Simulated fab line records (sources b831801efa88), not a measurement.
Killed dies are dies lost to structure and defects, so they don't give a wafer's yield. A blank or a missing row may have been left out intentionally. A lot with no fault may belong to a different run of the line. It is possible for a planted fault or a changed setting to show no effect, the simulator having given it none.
A struck lot beside a sound one || flow sky130 || 43 steps out of a route of 708
Sound: these wafers, L653.2, L653.3, L653.6. Wafers L656.1, L656.2, L656.4 were the ones struck. The cause is named last.
For every step that has rows: the tool of each side, followed by ch and its chambers, followed by its first start. Under that, the readings that differ: sound wafers || struck wafers || difference of the means || sigmas: that difference in standard deviations of wafers without a fault.
alike: readings with means less than 2 such deviations apart, plus words and numbers identical on both sides. not compared: withheld readings, readings lacking a value on some wafer, bounds such as >300 that could conceal the same value, and numbers that have no deviation in the record and whose values overlap.
The two part at a step that has a row with sigmas, a row that says differs or no value, or rows on one side only. Non-overlapping numbers with no deviation appear without sigmas and do not part them. A reading that every wafer of one side lacks parts them only if that side has two wafers or more.

first, 7 steps without rows for these wafers: SKY_VIA4_DEHYDRATE_04 (time 60 s); SKY_VIA4_HMDS_05 (prime time 60 s); SKY_VIA4_COAT_06 (resist thk 1140 nm); SKY_VIA4_SOFTBAKE_07 (time 60 s); SKY_VIA4_EXPOSE_08 (exposes mask VIM4, target cd 800 nm); SKY_VIA4_PEB_09; SKY_VIA4_DEVELOP_10 (develop time 60 s).
SKY_VIA4_OVL_MEAS_11:
  struck on overlay-01, day 44 10:39; sound on overlay-02, day 43 03:10
  alike: VIA4_OVL
then, 4 steps without rows for these wafers: SKY_VIA4_ETCH_12 (etches SiO2 in C4F8/O2/Ar, stops on TiN, target depth 580 nm); SKY_VIA4_STRIP_13 (strips in O2/N2); SKY_VIA4_STRIP_14 (strips in post etch residue remover, time 1200 s); SKY_VIA4_CLEAN_15 (cleans in IPA, time 180 s).
SKY_VIA4_CLEAN_16: cleans in O3/DIW.
  sound on wet bench-03 ch 3, day 43 03:46; struck on wet bench-02 ch 1, day 44 11:22
then, 2 steps without rows for these wafers: SKY_VIA4_SPUTTER_17 (material TiN, target thk 20 nm, time 80 s); SKY_VIA4_CVD_18 (deposits W, target thk 505 nm, time 152.14 s).
SKY_VIA4_RS_MEAS_19: a four-point-probe measurement.
  struck on film metro-03, day 44 11:40; sound on film metro-01, day 43 04:15
  alike: VIA4_W_RS
SKY_VIA4_THK_MEAS_20: measures by xrf.
  struck on film metro-03, day 44 11:47; sound on film metro-01, day 43 04:22
  alike: VIA4_W_THK
then, 1 step without rows for these wafers: SKY_VIA4_CMP_21 (polishes, stops on SiO2, t overpolish 25 s, target thk 0 nm).
SKY_METAL5_SPUTTER_00: material Ti, target thk 15 nm, time 10 s.
  struck on pvd sputter-03, day 44 12:09; sound on pvd sputter-02, day 43 04:43
  alike: throttle valve pct
then, 4 steps without rows for these wafers: SKY_METAL5_SPUTTER_01 (material TiN, target thk 20 nm, time 16.7 s); SKY_METAL5_SPUTTER_02 (material AlCu, target thk 1150 nm, time 61.2 s); SKY_METAL5_SPUTTER_03 (material Ti, target thk 5 nm, time 3.3 s); SKY_METAL5_SPUTTER_04 (material TiN, target thk 70 nm, time 58.3 s).
SKY_METAL5_RS_MEAS_05: a four-point-probe measurement.
  struck on film metro-02, day 44 12:19; sound on film metro-02, day 43 04:53
  alike: METAL5_ALCU_RS
SKY_METAL5_THK_MEAS_06: measures by xrf.
  struck on film metro-02, day 44 12:26; sound on film metro-02, day 43 05:00
  alike: METAL5_ALCU_THK
then, 7 steps without rows for these wafers: SKY_METAL5_DEHYDRATE_07 (time 60 s); SKY_METAL5_HMDS_08 (prime time 60 s); SKY_METAL5_COAT_09 (resist thk 1800 nm); SKY_METAL5_SOFTBAKE_10 (time 60 s); SKY_METAL5_EXPOSE_11 (exposes mask MM5, target cd 1600 nm); SKY_METAL5_PEB_12; SKY_METAL5_DEVELOP_13 (develop time 60 s).
SKY_METAL5_DESCUM_14: chemistry O2, time 11 s.
  sound on rie metal-02 ch 0, day 44 02:47; struck on rie metal-04 ch 0,1, day 45 09:43
  alike: drypump motor current A, oes product au
  not compared: rf hours counter h
SKY_METAL5_METAL_ETCH_15: etches the open film in Cl2/BCl3, stops on SiO2, target depth 1260 nm, time 252 s.
  sound on rie metal-02 ch 0, day 44 02:55; struck on rie metal-04 ch 0,1, day 45 09:45
  alike: drypump motor current A, oes product au, throttle valve pct
  not compared: rf hours counter h
SKY_METAL5_STRIP_16: strips in O2/N2.
  sound on plasma asher-04 ch 0,1, day 44 03:19; struck on plasma asher-02 ch 0,1, day 45 09:59
  alike: drypump motor current A, oes product au, strip time to endpoint s
  not compared: rf hours counter h
then, 3 steps without rows for these wafers: SKY_METAL5_STRIP_17 (strips in post etch residue remover, time 1200 s); SKY_METAL5_CLEAN_18 (cleans in IPA, time 180 s); SKY_METAL5_CLEAN_19 (cleans in O3/DIW).
SKY_PASSIVATION_CVD_00: deposits SiO2, target thk 90 nm.
  sound on pecvd-04 ch 1,2, day 44 03:54; struck on pecvd-03 ch 0,2, day 45 11:01
  alike: heater power w
SKY_PASSIVATION_THK_MEAS_01:
  struck on film metro-03, day 45 11:02; sound on film metro-01, day 44 03:56
  alike: PASSIVATION_CVD_00_THK
then, 1 step without rows for these wafers: SKY_PASSIVATION_CVD_02 (deposits Si3N4, target thk 540 nm).
SKY_PASSIVATION_THK_MEAS_03:
  struck on film metro-01, day 45 11:19; sound on film metro-03, day 44 04:13
  alike: PASSIVATION_CVD_02_THK
SKY_PAD_OPEN_PROBE_99:
  struck on prober-02, day 47 06:35; sound on prober-02, day 46 01:17
{"reading": "defect limited yield (%)", "sound": "85.2 86.2 80.9", "struck": "73.2 77.2 73.2", "difference": -9.6, "sigmas": -5}
{"reading": "killed_at_M4_up", "sound": "3 2 5", "struck": "51 41 50", "difference": "+44", "sigmas": "+24"}
{"reading": "killed dies", "sound": "73 68 94", "struck": "132 112 132", "difference": "+47", "sigmas": "+5"}
{"reading": "sort_bin_3_pad_short (%)", "sound": "0.2 0.4 1.2", "struck": "2.0 2.2 3.3", "difference": "+1.9", "sigmas": "+5"}
{"reading": "sort_bin_5_function (%)", "sound": "9.1 7.7 11.2", "struck": "17.7 15.2 16.3", "difference": "+7.1", "sigmas": "+5"}
{"reading": "sort n pass", "sound": "419 424 398", "struck": "360 380 360", "difference": -47, "sigmas": -5}
{"reading": "sort yield pct (%)", "sound": "85.2 86.2 80.9", "struck": "73.2 77.2 73.2", "difference": -9.6, "sigmas": -5}
{"reading": "model.etest.tester.sort n pass", "sound": "419 424 398", "struck": "360 380 360", "difference": -47, "sigmas": ""}
{"reading": "model.etest.tester.sort yield pct (%)", "sound": "85.16 86.18 80.89", "struck": "73.17 77.24 73.17", "difference": -9.55, "sigmas": ""}
{"reading": "model.etest.tester.sort_bin_5_pct (%)", "sound": "9.146 7.724 11.18", "struck": "17.68 15.24 16.26", "difference": "+7.04", "sigmas": ""}
{"reading": "model.etest.tester.sort_bin_3_pct (%)", "sound": "0.2033 0.4065 1.22", "struck": "2.033 2.236 3.252", "difference": "+1.897", "sigmas": ""}
  alike: killed_at_M0_to_M3, killed at contacts, killed at front end, killed at other, killed open, killed short, sort_bin_6_memory

== WHERE THEY PART ==
Within this record, at SKY_PAD_OPEN_PROBE_99 only.

WHY: what the simulator had put in
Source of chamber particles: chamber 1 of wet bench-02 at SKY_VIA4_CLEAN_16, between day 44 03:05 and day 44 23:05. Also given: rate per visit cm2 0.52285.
